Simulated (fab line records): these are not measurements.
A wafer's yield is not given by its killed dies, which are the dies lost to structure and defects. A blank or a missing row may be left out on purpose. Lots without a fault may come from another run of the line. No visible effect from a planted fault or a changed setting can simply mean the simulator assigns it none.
A lot that was struck, set against a sound lot ; flow sky130 ; 18 out of 708 route steps
Sound: the wafers L564.1, L564.4, L564.5. The struck wafers were L574.1, L574.4, L574.6. The cause comes at the end.
For every step that has rows: the tool of each side, followed by ch and its chambers, followed by its first start. Under that, the readings that differ: sound wafers ; struck wafers ; difference of the means ; sigmas: that difference in standard deviations of wafers without a fault.
alike: words and numbers the same on both sides, and readings whose means are apart by under 2 such deviations; not compared: readings that were withheld, readings missing a value for some wafer, numbers with overlapping values and no deviation given by the record, and bounds like >300 which may hide the same value.
Wherever a step has rows on one side only, a row that says differs or no value, or a row with sigmas, the two part there. Non-overlapping numbers with no deviation appear without sigmas and do not part them. Lack of a reading on every wafer of one side parts them only where that side has two or more wafers.

first, 1 step without rows for these wafers: SKY_VT_ADJUST_PCH_IMPLANT_08.
SKY_VT_ADJUST_PCH_STRIP_09: strips in O2/N2.
  sound on plasma-asher-03 ch 0,1, day 11 01:22; struck on plasma-asher-01 ch 1, day 13 21:12
reading;sound;struck;difference;sigmas
drypump-motor-current-A (A);6.5 6.5 6.3;5.7 5.7 5.6;-0.8;-2
  alike: oes-product-au, strip-time-to-endpoint-s
  not compared: rf-hours-counter-h
SKY_VT_ADJUST_PCH_TW_MEAS_10:
  sound on film-metro-01, day 11 01:28; struck on film-metro-01, day 13 21:18
  alike: VT_ADJUST_PCH_TW
then, 7 steps without rows for these wafers: SKY_SONOS_TUNNEL_DEHYDRATE_00 (time 60 s); SKY_SONOS_TUNNEL_HMDS_01 (prime time 60 s); SKY_SONOS_TUNNEL_COAT_02 (resist thk 1140 nm); SKY_SONOS_TUNNEL_SOFTBAKE_03 (time 60 s); SKY_SONOS_TUNNEL_EXPOSE_04 (exposes mask TUNM, target cd 410 nm); SKY_SONOS_TUNNEL_PEB_05; SKY_SONOS_TUNNEL_DEVELOP_06 (develop time 60 s).
SKY_SONOS_TUNNEL_CD_MEAS_07: target cd 410 nm.
  sound on cd-sem-01, day 11 23:58; struck on cd-sem-01, day 14 23:01
  alike: cd-nm
SKY_SONOS_TUNNEL_OVL_MEAS_08:
  sound on overlay-02, day 12 00:05; struck on overlay-01, day 14 23:08
  alike: SONOS_TUNNEL_OVL
SKY_SONOS_TUNNEL_IMPLANT_09:
  sound on implanter-04 ch 0, day 12 00:07; struck on implanter-04 ch 0, day 14 23:10
reading;sound;struck;difference;sigmas
dose-ions-cm2;9.994e+11 1e+12 1.0002e+12;3.427e+11 3.447e+11 3.448e+11;-6.558e+11;-99 or more
faraday-current-uA;5.58 5.68 5.66;1.94 1.93 1.87;-3.73;-34
then, 2 steps without rows for these wafers: SKY_SONOS_TUNNEL_WET_ETCH_10 (etches SiO2 in dHF, target depth 14 nm, time 280 s); SKY_SONOS_TUNNEL_STRIP_11 (strips in SPM, time 600 s).
SKY_SONOS_TUNNEL_TW_MEAS_12:
  sound on film-metro-01, day 12 00:32; struck on film-metro-03, day 14 23:34
reading;sound;struck;difference;sigmas
SONOS_TUNNEL_TW;196.1 196.9 196.3;147.9 147.8 148.1;-48.5;-27
then, 1 step without rows for these wafers: SKY_SONOS_TUNNEL_CLEAN_13 (cleans in dHF, time 20 s).
-- a jump in the record: the struck wafers' starts before and after are 34 days apart (it breaks off in module SONOS_TUNNEL and resumes in module PAD_OPEN, where the first step shown is number 708 of the route) --
SKY_PAD_OPEN_PROBE_99:
  sound on prober-01, day 46 16:55; struck on prober-01, day 48 20:24
reading;sound;struck;difference;sigmas
killed-dies;105 101 110;68 88 80;-27;-3
killed-short;46 54 59;29 31 33;-22;-3
model.etest.tip-sonos.rs-ohm-sq;2720 2695 2658;2582 2570 2644;-92;
model.etest.sonos-uncharged.r-on-ohm-um;832.3 812.8 833.8;766.7 772 769.7;-56.8;
model.etest.sonos-programmed.off-log10-a-um;-13.97 -13.87 -13.94;-12.3 -11.96 -12.23;+1.8;
model.etest.sonos-programmed.vt-v (V);1.392 1.413 1.293;1.227 1.223 1.21;-0.146;
model.etest.sonos-uncharged.vt-v (V);-0.4191 -0.4485 -0.4028;-0.6133 -0.5766 -0.619;-0.1795;
model.etest.sonos-baked.vt-v (V);0.8509 0.9083 0.8095;0.7272 0.7535 0.6754;-0.1375;
model.etest.sonos-erased.vt-v (V);-2.203 -2.209 -2.091;-2.363 -2.384 -2.386;-0.210;
  alike: killed_at_M0_to_M3, killed_at_M4_up, killed-at-contacts, killed-at-front-end, killed-at-other, killed-open

== WHERE THEY PART ==
Earliest at SKY_VT_ADJUST_PCH_STRIP_09; latest, in this record, at SKY_PAD_OPEN_PROBE_99.

WHY: what the simulator had put in
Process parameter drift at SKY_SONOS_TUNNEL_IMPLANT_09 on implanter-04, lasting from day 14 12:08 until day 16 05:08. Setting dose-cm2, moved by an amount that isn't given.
